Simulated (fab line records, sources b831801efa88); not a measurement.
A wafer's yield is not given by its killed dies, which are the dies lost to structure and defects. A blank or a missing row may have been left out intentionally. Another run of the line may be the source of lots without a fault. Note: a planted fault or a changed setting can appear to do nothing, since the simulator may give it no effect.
Which of the tools did it? :: flow sky130 :: 33 wafers from 11 lots sampled at 5 of the route's 708 steps

WHAT THE GAUGES READ, wafer by wafer
SKY_PASSIVATION_THK_MEAS_03. Usual: PASSIVATION_CVD_02_THK typically reads 539 nm, with standard deviation 6.9.
lot: L142
measured: day 44 11:10
on: filmMetro-01
PASSIVATION_CVD_02_THK (nm): 538 542 537
flag: 

lot: L143
measured: day 44 12:23
on: filmMetro-01
PASSIVATION_CVD_02_THK (nm): 532 527 536
flag: 

lot: L144
measured: day 44 18:47
on: filmMetro-03
PASSIVATION_CVD_02_THK (nm): 542 538 548
flag: 

lot: L146
measured: day 45 08:22
on: filmMetro-01
PASSIVATION_CVD_02_THK (nm): 532 542 547
flag: 

lot: L149
measured: day 46 01:28
on: filmMetro-01
PASSIVATION_CVD_02_THK (nm): 536 531 541
flag: 

lot: L153
measured: day 47 03:00
on: filmMetro-01
PASSIVATION_CVD_02_THK (nm): 560 533 569
flag: 

lot: L155
measured: day 47 14:17
on: filmMetro-01
PASSIVATION_CVD_02_THK (nm): 546 551 546
flag: 

lot: L156
measured: day 47 19:26
on: filmMetro-02
PASSIVATION_CVD_02_THK (nm): 557 527 571
flag: 

lot: L160
measured: day 48 15:45
on: filmMetro-02
PASSIVATION_CVD_02_THK (nm): 545 550 552
flag: 

lot: L161
measured: day 48 23:10
on: filmMetro-02
PASSIVATION_CVD_02_THK (nm): 534 527 542
flag: 

lot: L163
measured: day 49 05:13
on: filmMetro-03
PASSIVATION_CVD_02_THK (nm): 529 534 546
flag: 

WHICH TOOL RAN EACH LOT (tool, then ch and the chambers of the sampled wafers, then the start)
lot: L142
SKY_LI_CONTACT_ETCH_14: rieDiel-01 ch 0,1,3, day 29 18:10
SKY_CONTACT_SPUTTER_23: pvdSputter-01, day 32 05:26
SKY_METAL4_ETCH_17: rieDiel-04 ch 0,1,3, day 42 10:30
SKY_PASSIVATION_CVD_02: pecvd-04 ch 1,2, day 44 10:56

lot: L143
SKY_LI_CONTACT_ETCH_14: rieDiel-04 ch 0,1,3, day 29 23:04
SKY_CONTACT_SPUTTER_23: pvdSputter-01, day 32 09:54
SKY_METAL4_ETCH_17: rieDiel-01 ch 1,2,3, day 42 10:55
SKY_PASSIVATION_CVD_02: pecvd-01 ch 0,1, day 44 12:10

lot: L144
SKY_LI_CONTACT_ETCH_14: rieDiel-01 ch 0,2, day 30 05:25
SKY_CONTACT_SPUTTER_23: pvdSputter-04, day 32 16:29
SKY_METAL4_ETCH_17: rieDiel-04 ch 1,2,3, day 42 18:26
SKY_PASSIVATION_CVD_02: pecvd-04 ch 0,1,2, day 44 18:34

lot: L146
SKY_LI_CONTACT_ETCH_14: rieDiel-04 ch 0,1, day 31 00:31
SKY_CONTACT_SPUTTER_23: pvdSputter-02, day 33 11:40
SKY_METAL4_ETCH_17: rieDiel-03 ch 0,2,3, day 43 08:07
SKY_PASSIVATION_CVD_02: pecvd-03 ch 0,2, day 45 08:08

lot: L149
SKY_LI_CONTACT_ETCH_14: rieDiel-02 ch 1,2, day 31 20:10
SKY_CONTACT_SPUTTER_23: pvdSputter-04, day 34 05:44
SKY_METAL4_ETCH_17: rieDiel-04 ch 1,2, day 44 01:51
SKY_PASSIVATION_CVD_02: pecvd-04 ch 1,2, day 46 01:15

lot: L153
SKY_LI_CONTACT_ETCH_14: rieDiel-04 ch 0,2, day 33 08:10
SKY_CONTACT_SPUTTER_23: pvdSputter-01, day 35 17:03
SKY_METAL4_ETCH_17: rieDiel-01 ch 1,2, day 45 05:25
SKY_PASSIVATION_CVD_02: pecvd-04 ch 0,1, day 47 02:46

lot: L155
SKY_LI_CONTACT_ETCH_14: rieDiel-02 ch 0,1, day 33 23:55
SKY_CONTACT_SPUTTER_23: pvdSputter-02, day 36 09:32
SKY_METAL4_ETCH_17: rieDiel-04 ch 0,1, day 45 17:44
SKY_PASSIVATION_CVD_02: pecvd-03 ch 0,1,2, day 47 14:08

lot: L156
SKY_LI_CONTACT_ETCH_14: rieDiel-01 ch 0,2, day 34 04:31
SKY_CONTACT_SPUTTER_23: pvdSputter-04, day 36 13:12
SKY_METAL4_ETCH_17: rieDiel-01 ch 0,3, day 45 22:49
SKY_PASSIVATION_CVD_02: pecvd-04 ch 1,2, day 47 19:12

lot: L160
SKY_LI_CONTACT_ETCH_14: rieDiel-04 ch 2,3, day 35 07:55
SKY_CONTACT_SPUTTER_23: pvdSputter-02, day 37 15:20
SKY_METAL4_ETCH_17: rieDiel-03 ch 2,3, day 46 19:52
SKY_PASSIVATION_CVD_02: pecvd-03 ch 0,2, day 48 15:31

lot: L161
SKY_LI_CONTACT_ETCH_14: rieDiel-01 ch 0,3, day 35 22:05
SKY_CONTACT_SPUTTER_23: pvdSputter-02, day 38 05:11
SKY_METAL4_ETCH_17: rieDiel-01 ch 0,2,3, day 47 05:31
SKY_PASSIVATION_CVD_02: pecvd-01 ch 1,2, day 48 22:56

lot: L163
SKY_LI_CONTACT_ETCH_14: rieDiel-04 ch 0,1, day 36 03:25
SKY_CONTACT_SPUTTER_23: pvdSputter-02, day 38 10:18
SKY_METAL4_ETCH_17: rieDiel-01 ch 1,2,3, day 47 10:37
SKY_PASSIVATION_CVD_02: pecvd-01 ch 0,1, day 49 04:58
- SKY_LI_CONTACT_ETCH_14: etches BARC in N2/H2, stops on SiO2, time 45.9 s, target depth 60 nm.
- SKY_CONTACT_SPUTTER_23: material TiN, target thk 20 nm, time 80 s.
- SKY_METAL4_ETCH_17: etches SiO2 in C4F8/O2/Ar, stops on TiN, time 3.9 s, target depth 15 nm.
- SKY_PASSIVATION_CVD_02: deposits Si3N4, target thk 540 nm.

AS READ BY THE TOOLS THEMSELVES (means over the sampled wafers that have a number; for cases with no such wafer, the mark the record gives instead)
SKY_LI_CONTACT_ETCH_14. Usual: chamberPressureMTorr 30.002 mTorr, standard deviation 0.03; drypumpMotorCurrentA 6.0 A, standard deviation 0.4; oesProductAu 0.855 a.u., standard deviation 0.0049; throttleValvePct 13.225 %, standard deviation 0.009.
lot: L142
tool: rieDiel-01
chamberPressureMTorr (mTorr): 29.987
drypumpMotorCurrentA (A): 5.9
oesProductAu (a.u.): 0.855
throttleValvePct (%): 13.233
flag: 

lot: L143
tool: rieDiel-04
chamberPressureMTorr (mTorr): 30.003
drypumpMotorCurrentA (A): 6.3
oesProductAu (a.u.): 0.855
throttleValvePct (%): 13.227
flag: 

lot: L144
tool: rieDiel-01
chamberPressureMTorr (mTorr): 30.027
drypumpMotorCurrentA (A): 5.7
oesProductAu (a.u.): 0.855
throttleValvePct (%): 13.224
flag: 

lot: L146
tool: rieDiel-04
chamberPressureMTorr (mTorr): 30.018
drypumpMotorCurrentA (A): 6.5
oesProductAu (a.u.): 0.857
throttleValvePct (%): 13.220
flag: 

lot: L149
tool: rieDiel-02
chamberPressureMTorr (mTorr): 29.998
drypumpMotorCurrentA (A): 5.6
oesProductAu (a.u.): 0.857
throttleValvePct (%): 13.222
flag: 

lot: L153
tool: rieDiel-04
chamberPressureMTorr (mTorr): 29.978
drypumpMotorCurrentA (A): 6.1
oesProductAu (a.u.): 0.853
throttleValvePct (%): 13.231
flag: 

lot: L155
tool: rieDiel-02
chamberPressureMTorr (mTorr): 30.011
drypumpMotorCurrentA (A): 6.1
oesProductAu (a.u.): 0.856
throttleValvePct (%): 13.230
flag: 

lot: L156
tool: rieDiel-01
chamberPressureMTorr (mTorr): 30.000
drypumpMotorCurrentA (A): 5.7
oesProductAu (a.u.): 0.855
throttleValvePct (%): 13.223
flag: 

lot: L160
tool: rieDiel-04
chamberPressureMTorr (mTorr): 29.998
drypumpMotorCurrentA (A): 5.6
oesProductAu (a.u.): 0.856
throttleValvePct (%): 13.229
flag: 

lot: L161
tool: rieDiel-01
chamberPressureMTorr (mTorr): 30.022
drypumpMotorCurrentA (A): 6.0
oesProductAu (a.u.): 0.856
throttleValvePct (%): 13.230
flag: 

lot: L163
tool: rieDiel-04
chamberPressureMTorr (mTorr): 29.984
drypumpMotorCurrentA (A): 6.5
oesProductAu (a.u.): 0.850
throttleValvePct (%): 13.229
flag: 

SKY_CONTACT_SPUTTER_23. Usual: throttleValvePct 30.2 %, standard deviation 0.61.
lot: L142
tool: pvdSputter-01
throttleValvePct (%): 29.3
flag: 

lot: L143
tool: pvdSputter-01
throttleValvePct (%): 30.1
flag: 

lot: L144
tool: pvdSputter-04
throttleValvePct (%): 30.2
flag: 

lot: L146
tool: pvdSputter-02
throttleValvePct (%): 30.3
flag: 

lot: L149
tool: pvdSputter-04
throttleValvePct (%): 30.3
flag: 

lot: L153
tool: pvdSputter-01
throttleValvePct (%): 29.7
flag: 

lot: L155
tool: pvdSputter-02
throttleValvePct (%): 30.3
flag: 

lot: L156
tool: pvdSputter-04
throttleValvePct (%): 29.8
flag: 

lot: L160
tool: pvdSputter-02
throttleValvePct (%): 30.8
flag: 

lot: L161
tool: pvdSputter-02
throttleValvePct (%): 30.6
flag: 

lot: L163
tool: pvdSputter-02
throttleValvePct (%): 30.6
flag: 

SKY_METAL4_ETCH_17. Usual: chamberPressureMTorr 40.00 mTorr, standard deviation 0.038; oesProductAu 0.756 a.u., standard deviation 0.0065.
lot: L142
tool: rieDiel-04
chamberPressureMTorr (mTorr): 40.00
oesProductAu (a.u.): 0.755
flag: 

lot: L143
tool: rieDiel-01
chamberPressureMTorr (mTorr): 40.02
oesProductAu (a.u.): 0.757
flag: 

lot: L144
tool: rieDiel-04
chamberPressureMTorr (mTorr): 40.01
oesProductAu (a.u.): 0.754
flag: 

lot: L146
tool: rieDiel-03
chamberPressureMTorr (mTorr): 39.99
oesProductAu (a.u.): 0.759
flag: 

lot: L149
tool: rieDiel-04
chamberPressureMTorr (mTorr): 40.00
oesProductAu (a.u.): 0.752
flag: 

lot: L153
tool: rieDiel-01
chamberPressureMTorr (mTorr): 40.00
oesProductAu (a.u.): 0.755
flag: 

lot: L155
tool: rieDiel-04
chamberPressureMTorr (mTorr): 39.95
oesProductAu (a.u.): 0.761
flag: 

lot: L156
tool: rieDiel-01
chamberPressureMTorr (mTorr): 39.98
oesProductAu (a.u.): 0.763
flag: 

lot: L160
tool: rieDiel-03
chamberPressureMTorr (mTorr): 39.99
oesProductAu (a.u.): 0.752
flag: 

lot: L161
tool: rieDiel-01
chamberPressureMTorr (mTorr): 39.98
oesProductAu (a.u.): 0.755
flag: 

lot: L163
tool: rieDiel-01
chamberPressureMTorr (mTorr): 40.02
oesProductAu (a.u.): 0.751
flag: 

SKY_PASSIVATION_CVD_02. Usual: heaterPowerW 690 W, standard deviation 110.
lot: L142
tool: pecvd-04
heaterPowerW (W): 612
flag: 

lot: L143
tool: pecvd-01
heaterPowerW (W): 665
flag: 

lot: L144
tool: pecvd-04
heaterPowerW (W): 610
flag: 

lot: L146
tool: pecvd-03
heaterPowerW (W): 688
flag: 

lot: L149
tool: pecvd-04
heaterPowerW (W): 646
flag: 

lot: L153
tool: pecvd-04
heaterPowerW (W): 646
flag: 

lot: L155
tool: pecvd-03
heaterPowerW (W): 766
flag: 

lot: L156
tool: pecvd-04
heaterPowerW (W): 618
flag: 

lot: L160
tool: pecvd-03
heaterPowerW (W): 684
flag: 

lot: L161
tool: pecvd-01
heaterPowerW (W): 675
flag: 

lot: L163
tool: pecvd-01
heaterPowerW (W): 788
flag: 

THE ANSWER, worked out from the rows above alone
Rule: a lot is off if the mean of its wafers that have a number lies more than 3 standard deviations from the usual mean. Also off: a lot with no number at a reading for which 4 or more lots have one. Any other lot the step has rows for is counted as sound. After the gauges, taken in route order, come the tools' own readings; for these a lot's mean is taken, as printed above. The first step at which some lot is off is used, and at that step the reading that is off furthest; a lot without a number counts as furthest.
No lot is off at any reading shown: from this, nothing can be told.

WHAT THE SIMULATOR HAD INSERTED
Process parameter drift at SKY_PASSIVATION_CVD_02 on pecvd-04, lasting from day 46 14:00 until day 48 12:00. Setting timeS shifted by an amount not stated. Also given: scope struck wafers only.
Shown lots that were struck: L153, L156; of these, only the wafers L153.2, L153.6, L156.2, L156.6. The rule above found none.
